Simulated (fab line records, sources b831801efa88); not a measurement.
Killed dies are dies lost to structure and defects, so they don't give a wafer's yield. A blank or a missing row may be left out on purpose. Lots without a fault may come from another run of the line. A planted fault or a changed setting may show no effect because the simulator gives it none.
Chamber matching | flow gf180mcu | GF_V1_ETCH_16 on rie_diel-04: 4 sister chambers
The step etches BARC in N2/H2. 18 wafers are shown with their chamber, then 9 later ones without.

WAFERS WITH THEIR CHAMBER
wafer  | chamber | drypump_motor_current_A (A) | throttle_valve_pct (%) | oes_product_au (a.u.)
L075.2 | 2       | 6.3                         | 13.214                 | 0.848
L075.4 | 1       | 6.0                         | 13.216                 | 0.866
L075.6 | 0       | 5.5                         | 13.215                 | 0.858
L077.3 | 3       | 5.2                         | 13.237                 | 0.854
L077.4 | 3       | 5.2                         | 13.209                 | 0.851
L077.6 | 0       | 5.4                         | 13.230                 | 0.852
L078.4 | 2       | 6.3                         | 13.215                 | 0.850
L078.5 | 3       | 5.2                         | 13.224                 | 0.853
L078.6 | 0       | 5.4                         | 13.238                 | 0.854
L080.2 | 2       | 6.3                         | 13.219                 | 0.860
L080.3 | 0       | 5.5                         | 13.238                 | 0.851
L080.6 | 3       | 5.2                         | 13.213                 | 0.859
L082.1 | 1       | 6.1                         | 13.229                 | 0.854
L082.2 | 2       | 6.3                         | 13.218                 | 0.858
L082.5 | 1       | 6.1                         | 13.237                 | 0.847
L086.2 | 0       | 5.4                         | 13.222                 | 0.850
L086.4 | 2       | 6.3                         | 13.233                 | 0.845
L086.5 | 2       | 6.3                         | 13.207                 | 0.851

SIGNATURES (means of the wafers above)
reading                 | chamber 0 | chamber 1 | chamber 2 | chamber 3 | scatter within a chamber
drypump_motor_current_A | 5.440     | 6.067     | 6.300     | 5.200     | 0.0365
throttle_valve_pct      | 13.22860  | 13.22733  | 13.21767  | 13.22075  | 0.0103
oes_product_au          | 0.85300   | 0.85567   | 0.85200   | 0.85425   | 0.00554
Rule: a wafer's distance from a chamber is the root of the sum, over the readings, of the square of ((its reading less the chamber's mean) divided by the reading's scatter). The wafer belongs to the nearest chamber; if the next one is less than 2 further off, it can't be placed. The scatter: the root of (the sum of the squares of (reading less its chamber's mean) over the shown wafers, divided by (wafers less chambers)).

WAFERS WITHOUT THEIR CHAMBER
wafer  | drypump_motor_current_A (A) | throttle_valve_pct (%) | oes_product_au (a.u.)
L087.2 | 5.4                         | 13.226                 | 0.852
L087.4 | 6.3                         | 13.214                 | 0.857
L087.5 | 6.0                         | 13.205                 | 0.864
L092.3 | 5.4                         | 13.211                 | 0.866
L092.5 | 5.2                         | 13.237                 | 0.864
L092.6 | 5.4                         | 13.228                 | 0.852
L096.2 | 6.3                         | 13.244                 | 0.865
L096.5 | 5.2                         | 13.216                 | 0.861
L096.6 | 5.4                         | 13.235                 | 0.854

WHICH CHAMBER EACH WENT THROUGH
wafer  | from the rows above | in truth
L087.2 | 0                   | 0
L087.4 | 2                   | 2
L087.5 | 1                   | 1
L092.3 | 0                   | 0
L092.5 | 3                   | 3
L092.6 | 0                   | 0
L096.2 | 2                   | 2
L096.5 | 3                   | 3
L096.6 | 0                   | 0
Placed correctly: 9 of 9. Can't be placed from these rows: 0. Placed wrongly: 0.
